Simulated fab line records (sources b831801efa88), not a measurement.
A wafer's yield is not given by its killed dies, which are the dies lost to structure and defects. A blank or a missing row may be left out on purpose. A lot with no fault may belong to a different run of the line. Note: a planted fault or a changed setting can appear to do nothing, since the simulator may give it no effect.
A lot that was struck, set against a sound lot :: flow sky130 :: 18 out of 708 route steps
Sound: the wafers L475.2, L475.3, L475.4. Wafers struck: L480.1, L480.5, L480.6. Last of all comes the cause.
For every step that has rows: the tool of each side, followed by ch and its chambers, followed by its first start. Under that, the readings that differ: sound wafers :: struck wafers :: difference of the means :: sigmas: that difference in standard deviations of wafers without a fault.
alike: readings whose means differ by less than 2 such deviations, and words and numbers that are the same on both sides. not compared: withheld readings, readings that some wafer has no value for, bounds like >300 that may hide the same value, and numbers for which the record gives no deviation and whose values overlap.
The two part at a step that has a row with sigmas, a row that says differs or no value, or rows on one side only. Numbers that don't overlap but have no deviation are shown without sigmas and don't part them. Lack of a reading on every wafer of one side parts them only where that side has two or more wafers.

first, 3 steps without rows for these wafers: SKY_VT_ADJUST_NCORE_EXPOSE_04 (exposes mask LVTN COMPLEMENT THIN, target cd 380 nm); SKY_VT_ADJUST_NCORE_PEB_05; SKY_VT_ADJUST_NCORE_DEVELOP_06 (develop time 60 s).
SKY_VT_ADJUST_NCORE_CD_MEAS_07: target cd 380 nm.
  sound: cd_sem-01 at day 9 19:45; struck: cd_sem-02 at day 11 05:26
  alike: cd_nm
SKY_VT_ADJUST_NCORE_OVL_MEAS_08:
  sound: overlay-01 at day 9 19:51; struck: overlay-01 at day 11 05:33
reading: VT_ADJUST_NCORE_OVL (nm)
sound: -1.5 0.2 -1.9
struck: 3.0 2.7 1.8
difference: +3.6
sigmas: +3
after that, 1 step had no rows for these wafers: SKY_VT_ADJUST_NCORE_IMPLANT_09.
SKY_VT_ADJUST_NCORE_STRIP_10: strips in O2/N2.
  sound on plasma_asher-03 ch 0,1, day 9 20:02; struck on plasma_asher-04 ch 0,1, day 11 05:44
reading: strip_time_to_endpoint_s (s)
sound: 14.13 14.12 14.10
struck: 14.23 14.22 14.23
difference: +0.11
sigmas: +2
  alike: drypump_motor_current_A, oes_product_au
  not compared: rf_hours_counter_h
SKY_VT_ADJUST_NCORE_TW_MEAS_11:
  sound: film_metro-04 at day 9 20:08; struck: film_metro-01 at day 11 05:50
reading: VT_ADJUST_NCORE_TW
sound: 223.5 222.9 222.3
struck: 218.8 219.0 219.0
difference: -4.0
sigmas: -2
then, 4 steps without rows for these wafers: SKY_VT_ADJUST_HVTR_DEHYDRATE_00 (time 60 s); SKY_VT_ADJUST_HVTR_HMDS_01 (prime time 60 s); SKY_VT_ADJUST_HVTR_COAT_02 (resist thk 1133 nm); SKY_VT_ADJUST_HVTR_SOFTBAKE_03 (time 60 s).
SKY_VT_ADJUST_HVTR_EXPOSE_04: exposes mask HVTRM, target cd 380 nm.
  sound on iline_stepper-01 ch 0, day 10 06:56; struck on iline_stepper-02 ch 0, day 11 17:23
reading: exposure_dose_mJ_cm2
sound: 149.61 149.46 149.48
struck: 154.48 154.47 154.60
difference: +5.00
sigmas: +33

reading: reticle_temp_C (C)
sound: 23.02 23.13 23.09
struck: 22.90 22.67 22.79
difference: -0.29
sigmas: -3
  alike: mask, stage_vel_mm_s
then, 2 steps without rows for these wafers: SKY_VT_ADJUST_HVTR_PEB_05; SKY_VT_ADJUST_HVTR_DEVELOP_06 (develop time 60 s).
SKY_VT_ADJUST_HVTR_CD_MEAS_07: target cd 380 nm.
  sound: cd_sem-01 at day 10 18:12; struck: cd_sem-02 at day 12 04:55
reading: cd_nm (nm)
sound: 377.4 376.9 377.2
struck: 391.2 393.4 392.2
difference: +15.1
sigmas: +5
  not compared: hold
SKY_VT_ADJUST_HVTR_OVL_MEAS_08:
  sound: overlay-01 at day 10 18:19; struck: overlay-02 at day 12 06:46
reading: hold
sound: - - -
struck: await_dispo/1.7h/release await_dispo/1.7h/release await_dispo/1.7h/release
difference: no value on the sound wafers
sigmas: 
  alike: VT_ADJUST_HVTR_OVL
-- the record jumps here: 36 days lie between the struck wafers' starts before and after (it left off in module VT_ADJUST_HVTR and takes up again in module PAD_OPEN, whose first step shown is number 708 of the route) --
SKY_PAD_OPEN_PROBE_99:
  sound: prober-02 at day 47 01:33; struck: prober-01 at day 48 08:22
  alike: killed_at_M0_to_M3, killed_at_M4_up, killed_at_contacts, killed_at_front_end, killed_at_other, killed_dies, killed_open, killed_short

WHERE THEY PART
At SKY_VT_ADJUST_NCORE_OVL_MEAS_08 first; at SKY_VT_ADJUST_HVTR_OVL_MEAS_08 last (within this record only). Later steps at which nothing parts them and some readings are alike: SKY_PAD_OPEN_PROBE_99.

WHY: whatever the simulator had introduced
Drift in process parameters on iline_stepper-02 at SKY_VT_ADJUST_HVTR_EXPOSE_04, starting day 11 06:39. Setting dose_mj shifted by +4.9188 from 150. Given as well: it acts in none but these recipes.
